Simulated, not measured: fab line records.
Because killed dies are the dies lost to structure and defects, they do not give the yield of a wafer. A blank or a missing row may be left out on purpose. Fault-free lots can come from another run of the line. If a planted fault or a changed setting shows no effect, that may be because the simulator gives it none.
Split-lot experiment    flow sky130    on a route of 708 steps: 5 lots, 23 wafers read

## ABOUT THE SPLIT
At SKY_VIA3_HDPCVD_00 (deposits SiO2, target thk 1635 nm, time 272.5 s), the setting time-s was moved away from the recipe's 272.5 s on 6 of the 23 wafers read, by -9.8% to +5.2%. The other wafers ran this setting at the recipe's value.

The file shows no step between the split and the reading.

## THE READING
VIA3_HDPCVD_THK (nm), taken at SKY_VIA3_THK_MEAS_01. Fault-free wafers of this fab line usually give 1629 nm, standard deviation 19 nm.

wafer   tool, chamber at the split  time-s as run, s  against the recipe  VIA3_HDPCVD_THK, nm  against lot-mates on the recipe
L075.1  hdpcvd-01, 2                245.7             -9.8%               1471                 -159
L075.2  hdpcvd-01, 0                272.5             recipe              1620                 -
L075.3  hdpcvd-01, 1                272.5             recipe              1633                 -
L075.4  hdpcvd-01, 0                245.7             -9.8%               1465                 -165
L075.6  hdpcvd-01, 2                272.5             recipe              1636                 -
L078.1  hdpcvd-02, 1,2              272.5             recipe              1619                 -
L078.3  hdpcvd-02, 2,1              256.2             -6.0%               1554                 -76
L078.4  hdpcvd-02, 1,2              272.5             recipe              1645                 -
L078.5  hdpcvd-02, 0                272.5             recipe              1627                 -
L078.6  hdpcvd-02, 2,1              256.2             -6.0%               1532                 -98
L079.1  hdpcvd-02, 1                286.6             +5.2%               1708                 +68
L079.2  hdpcvd-02, 2                272.5             recipe              1652                 -
L079.3  hdpcvd-02, 0                272.5             recipe              1612                 -
L079.4  hdpcvd-02, 0                272.5             recipe              1655                 -
L079.5  hdpcvd-02, 1                286.6             +5.2%               1713                 +73
L080.1  hdpcvd-02, 0                272.5             recipe              1645                 -
L080.4  hdpcvd-02, 1                272.5             recipe              1622                 -
L080.5  hdpcvd-02, 1                272.5             recipe              1614                 -
L081.1  hdpcvd-01, 2                272.5             recipe              1639                 -
L081.2  hdpcvd-01, 0,2              272.5             recipe              1657                 -
L081.4  hdpcvd-01, 0                272.5             recipe              1650                 -
L081.5  hdpcvd-01, 0,2              272.5             recipe              1657                 -
L081.6  hdpcvd-01, 1                272.5             recipe              1606                 -
The file does not say which wafer passed through which chamber wherever a row lists several chambers: such a row stands for several wafers.

THE FIT
A straight line over all 23 wafers: VIA3_HDPCVD_THK changes by +16.1 nm for each +1% of time-s; r = +0.97; the points scatter about the line by 16 nm.
The same after taking each lot's own level away (the mean of its wafers on the recipe; 23 wafers): +15.5 nm for each +1%; r = +0.97; scatter 15 nm.
The reading moves by 1.5e+02 nm for the largest change in time-s, on that fit.
The lots' own levels span 1627.0 to 1641.8 nm, that is 0.8 times the standard deviation above.
The two slopes agree, so the slope changes little with the lot-to-lot level.
Check: with one of the wafers moved furthest among these (-9.8%) left out of the fit, the line predicts -151 nm for it against its lot-mates. Against them it came out at -159 nm.

## FURTHER SPLITS ON THESE WAFERS
Note: prior to the reading, these wafers also went through further splits. Each is held against what the fit with the lots' levels taken away leaves over:
other split on the same wafers  wafers away from the commonest value  r with VIA3_HDPCVD_THK (lot level and that fit taken away)
SKY_VIA2_HDPCVD_00 time-s       9                                     -0.22
SKY_VIA2_SPUTTER_20 power-w     8                                     +0.03
SKY_METAL3_EXPOSE_10 dose-mj    8                                     +0.00

## THE WHOLE CHAIN: every reading that the file lists as answering this split, in the file's order
step                  what it does                                     reading                                                                         change (the file's fit)               r (the file's)
SKY_VIA3_HDPCVD_00    deposits SiO2, target thk 1635 nm, time 272.5 s  SiO2_of_VIA3_HDPCVD_00.thk-nm (the simulator's own value, which no gauge read)  +15.4 nm for each +1% of the setting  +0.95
SKY_VIA3_THK_MEAS_01                                                   VIA3_HDPCVD_THK                                                                 +15.5 for each +1% of the setting     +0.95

## THE FILE'S OWN FIT
VIA3_HDPCVD_THK changes by +15.5 nm for each +1% of time-s, r = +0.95.
